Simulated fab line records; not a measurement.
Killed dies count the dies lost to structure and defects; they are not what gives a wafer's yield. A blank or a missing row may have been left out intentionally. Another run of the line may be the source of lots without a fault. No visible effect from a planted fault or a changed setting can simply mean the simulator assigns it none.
Comparing a struck lot with a sound one / flow sky130 / 18 steps out of a route of 708
Sound: the wafers L942.2, L942.4, L942.5. The struck wafers were L949.2, L949.4, L949.5. Last of all comes the cause.
Each step with rows lists, per side, the tool, then ch with its chambers, then its first start. Under that, the readings that differ: sound wafers / struck wafers / difference of the means / sigmas: that difference in standard deviations of wafers without a fault.
alike: a reading whose means differ by less than 2 such deviations, as well as words and numbers matching on both sides. not compared: withheld readings; readings where some wafer has no value; bounds like >300 that might hide an equal value; numbers whose values overlap and for which the record gives no deviation.
A row with sigmas, a row that says differs or no value, or rows on one side alone: a step with any of these is where the two part. When numbers do not overlap yet have no deviation, they are printed without sigmas and do not part them. A reading that every wafer of one side lacks parts them only if that side has two wafers or more.

first, 5 steps without rows for these wafers: SKY_VIA4_COAT_06 (resist thk 1140 nm); SKY_VIA4_SOFTBAKE_07 (time 60 s); SKY_VIA4_EXPOSE_08 (exposes mask VIM4, target cd 800 nm); SKY_VIA4_PEB_09; SKY_VIA4_DEVELOP_10 (develop time 60 s).
SKY_VIA4_OVL_MEAS_11:
  struck on overlay-02, day 47 01:03; sound on overlay-02, day 45 14:14
  alike: VIA4_OVL
SKY_VIA4_ETCH_12: etches SiO2 in C4F8/O2/Ar, stops on TiN, target depth 580 nm.
  sound on rie diel-03 ch 0,2, day 45 14:16; struck on rie diel-04 ch 1,2, day 47 01:05
  alike: oes product au
SKY_VIA4_STRIP_13: strips in O2/N2.
  sound on plasma asher-03 ch 1, day 45 14:20; struck on plasma asher-02 ch 0,1, day 47 01:09
  alike: drypump motor current A, o2 flow sccm, oes product au, strip time to endpoint s
  not compared: rf hours counter h
then, 3 steps without rows for these wafers: SKY_VIA4_STRIP_14 (strips in post etch residue remover, time 1200 s); SKY_VIA4_CLEAN_15 (cleans in IPA, time 180 s); SKY_VIA4_CLEAN_16 (cleans in O3/DIW).
SKY_VIA4_SPUTTER_17: material TiN, target thk 20 nm, time 80 s.
  struck on pvd sputter-03, day 47 01:44; sound on pvd sputter-03, day 45 14:58
  alike: throttle valve pct
SKY_VIA4_CVD_18: deposits W, target thk 505 nm, time 152.14 s.
  sound on cvd w-01 ch 0,1, day 45 15:02; struck on cvd w-01 ch 0, day 47 01:48
reading=susceptor temp C (C); sound=399.77 399.76 399.75; struck=394.81 394.74 394.52; difference=-5.07; sigmas=-21
reading=model.W_of_VIA4_CVD_18.thk nm (nm); sound=496.2 496 501.5; struck=450.4 453.9 456.8; difference=-44.2; sigmas=
  alike: heater power w
SKY_VIA4_RS_MEAS_19: measurement is done with a four-point probe.
  struck on film metro-04, day 47 01:58; sound on film metro-03, day 45 15:12
reading=VIA4_W_RS (ohm/sq); sound=0.2297 0.2305 0.2278; struck=0.2541 0.2521 0.2511; difference=+0.0231; sigmas=+8
SKY_VIA4_THK_MEAS_20: measures by xrf.
  struck on film metro-04, day 47 02:05; sound on film metro-03, day 45 15:19
reading=VIA4_W_THK (nm); sound=501 501 508; struck=456 460 463; difference=-44; sigmas=-6
SKY_VIA4_CMP_21: polishes, stops on SiO2, t overpolish 25 s, target thk 0 nm.
  sound on cmp-01 ch 0,2, day 45 15:34; struck on cmp-02 ch 2,3, day 47 02:11
reading=time to endpoint s (s); sound=114 121 114; struck=101 109 102; difference=-12; sigmas=-3
  alike: motor current A
SKY_METAL5_SPUTTER_00: material Ti, target thk 15 nm, time 10 s.
  struck on pvd sputter-02, day 47 02:26; sound on pvd sputter-02, day 45 15:52
  alike: throttle valve pct
SKY_PAD_OPEN_PROBE_99:
  the record has rows for the sound wafers here (prober-02, day 48 07:16) and none for the struck ones

## WHERE THEY PART
Last at SKY_PAD_OPEN_PROBE_99 as far as this record goes, first at SKY_VIA4_CVD_18.

WHY: what the simulator had put in
cvd w-01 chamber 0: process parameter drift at SKY_VIA4_CVD_18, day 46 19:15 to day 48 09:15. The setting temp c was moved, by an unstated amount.
